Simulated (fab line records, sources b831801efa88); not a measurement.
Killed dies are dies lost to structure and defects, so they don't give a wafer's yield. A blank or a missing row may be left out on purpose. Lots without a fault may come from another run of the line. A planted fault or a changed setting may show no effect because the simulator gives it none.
Which tool did it? | flow sky130 | 12 lots, 36 wafers sampled, at 4 steps of a route of 708

WHAT THE GAUGES READ, wafer by wafer
SKY_VIA2_OVL_MEAS_13.
lot  | measured     | on         | VIA2_OVL (nm)
L075 | day 37 14:57 | overlay-01 | 12 15 7
L076 | day 37 19:24 | overlay-01 | 7 -1 6
L080 | day 38 11:24 | overlay-02 | 0 13 0
L081 | day 38 18:46 | overlay-01 | -1 2 -3
L083 | day 39 14:58 | overlay-02 | 7 3 4
L085 | day 40 04:46 | overlay-02 | -5 -4 -6
L086 | day 40 07:28 | overlay-01 | -3 -3 2
L089 | day 41 05:18 | overlay-01 | -5 -9 -4
L091 | day 41 15:43 | overlay-02 | -9 -14 0
L093 | day 42 04:36 | overlay-01 | -2 -4 -8
L095 | day 42 10:39 | overlay-02 | 9 3 1
L097 | day 43 04:07 | overlay-01 | -3 2 4

WHICH TOOL RAN EACH LOT (tool, then ch and the chambers of the sampled wafers, then the start)
lot  | SKY_SD_N_STRIP_11                    | SKY_LI_CONTACT_CVD_21         | SKY_VIA2_CMP_02
L075 | plasma_asher-02 ch 0,1, day 29 08:23 | cvd_w-02 ch 1, day 30 13:49   | cmp-01 ch 1,2,3, day 36 11:57
L076 | plasma_asher-02 ch 0,1, day 29 12:11 | cvd_w-01 ch 0,1, day 30 18:38 | cmp-02 ch 0,1,3, day 36 16:45
L080 | plasma_asher-02 ch 0,1, day 30 05:31 | cvd_w-02 ch 0,1, day 31 11:02 | cmp-01 ch 1,2, day 37 09:40
L081 | plasma_asher-02 ch 0,1, day 30 15:27 | cvd_w-01 ch 0,1, day 31 20:47 | cmp-01 ch 0,2, day 37 17:13
L083 | plasma_asher-03 ch 0,1, day 31 10:54 | cvd_w-01 ch 0,1, day 32 17:10 | cmp-01 ch 0,1,3, day 38 13:40
L085 | plasma_asher-03 ch 0,1, day 32 03:13 | cvd_w-02 ch 0,1, day 33 08:23 | cmp-02 ch 0,2, day 39 03:17
L086 | plasma_asher-03 ch 0,1, day 32 07:17 | cvd_w-02 ch 1, day 33 11:32   | cmp-02 ch 1,3, day 39 06:25
L089 | plasma_asher-03 ch 0,1, day 33 07:20 | cvd_w-01 ch 0,1, day 34 11:22 | cmp-02 ch 0,1,3, day 40 04:38
L091 | plasma_asher-02 ch 0,1, day 33 17:58 | cvd_w-02 ch 0,1, day 34 23:05 | cmp-02 ch 0,1,3, day 40 15:31
L093 | plasma_asher-02 ch 0,1, day 34 10:29 | cvd_w-02 ch 0,1, day 35 13:24 | cmp-02 ch 0,2,3, day 41 05:29
L095 | plasma_asher-02 ch 0,1, day 34 20:05 | cvd_w-01 ch 0,1, day 35 23:35 | cmp-01 ch 0,3, day 41 12:24
L097 | plasma_asher-03 ch 0,1, day 35 11:10 | cvd_w-02 ch 0,1, day 36 15:32 | cmp-01 ch 1,2, day 42 04:29
- SKY_SD_N_STRIP_11: strips in O2/N2.
- SKY_LI_CONTACT_CVD_21: deposits W, target thk 400 nm, time 120.56 s.
- SKY_VIA2_CMP_02: polishes SiO2.

THE ANSWER, worked out from the rows above alone
Rule: what is usual is taken from the lots themselves. Put in order of their means at a reading, lots are off if they are a third of the lots or fewer, leave a main group of 4 or more, and stand apart from it by a gap of 3 or more times the standard deviation of the main group's means; of several such gaps the widest counts. A main group whose means are all the same, to the digits that the tables above print for the reading, isn't used. A lot without any number at a reading at which 4 lots or more have one is off too. The other lots that the step has rows for count as sound.
No lot is off at any reading shown: from this, nothing can be told.

WHAT THE SIMULATOR HAD PUT IN
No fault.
